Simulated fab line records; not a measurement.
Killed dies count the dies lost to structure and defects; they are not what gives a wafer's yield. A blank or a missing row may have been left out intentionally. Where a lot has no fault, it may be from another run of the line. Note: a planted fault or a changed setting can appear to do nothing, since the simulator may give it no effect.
One fault through the eyes of 2 desks	flow gf180mcu	what lay behind the numbers comes last; until then each desk has only its own

## DESK OF THE TOOL OWNER: cmp-01
The tool's own readings at GF_CONTACT_CMP_27 (polishes, stops on SiO2, t overpolish 15 s, target thk 0 nm): means of the sampled wafers that have a number, for each lot that ran on this tool. A lot is out of limits, marked OUT, if its mean lies more than 4 standard deviations from the usual mean; the brackets give that distance.
Columns: A = motor_current_A at GF_CONTACT_CMP_27, usual 11.0 A; B = overpolish_run_s at GF_CONTACT_CMP_27, usual 15.001 s; C = time_to_endpoint_s at GF_CONTACT_CMP_27, usual 73 s
lot	first seen here	A	B	C
L861	day 15 22:29	10.5	15.010	73
L863	day 16 20:56	11.8	14.994	70
L865	day 17 12:28	11.5	14.999	72
L869	day 19 03:03	9.9	15.006	76
L870	day 19 10:58	10.7	14.993	73
L875	day 21 06:47	11.7	14.999	74
This desk found nothing out of limits on any of the 6 lots.

## METROLOGY DESK
What the gauges read for every lot (on any tool): the sampled wafers with a number, averaged. A lot is out of limits, marked OUT, if its mean lies more than 4 standard deviations from the usual mean; the brackets give that distance.
Columns: A = M4_ALCU_THK at GF_M4_THK_MEAS_06, usual 444 nm; B = M4_OVL at GF_M4_OVL_MEAS_15, usual 0 nm; C = cd_nm at GF_M5_CD_MEAS_07, usual 279.7 nm
lot	first seen here	A	B	C
L861	day 22 05:13	439	-3	278.5
L862	day 22 21:10	442	10	277.1
L863	day 23 03:40	444	4	280.4
L865	day 23 19:53	452	-5	279.6
L866	day 24 07:20	449	-1	279.4
L867	day 24 17:06	444	-7	279.5
L869	day 25 07:11	443	3	279.9
L870	day 25 15:38	444	5	280.1
L875	day 27 04:14	444	3	279.1
L881	day 29 01:47	446	5	278.2
L882	day 29 06:23	444	6	279.1
L883	day 29 11:23	446	-12	281.1
L884	day 29 20:34	447	-5	279.9
This desk found nothing out of limits on any of the 13 lots.

## TAKEN TOGETHER
The tool owner's desk saw nothing out of limits.
At the metrology desk, nothing out of limits was observed.

## WHAT THE SIMULATOR PUT IN
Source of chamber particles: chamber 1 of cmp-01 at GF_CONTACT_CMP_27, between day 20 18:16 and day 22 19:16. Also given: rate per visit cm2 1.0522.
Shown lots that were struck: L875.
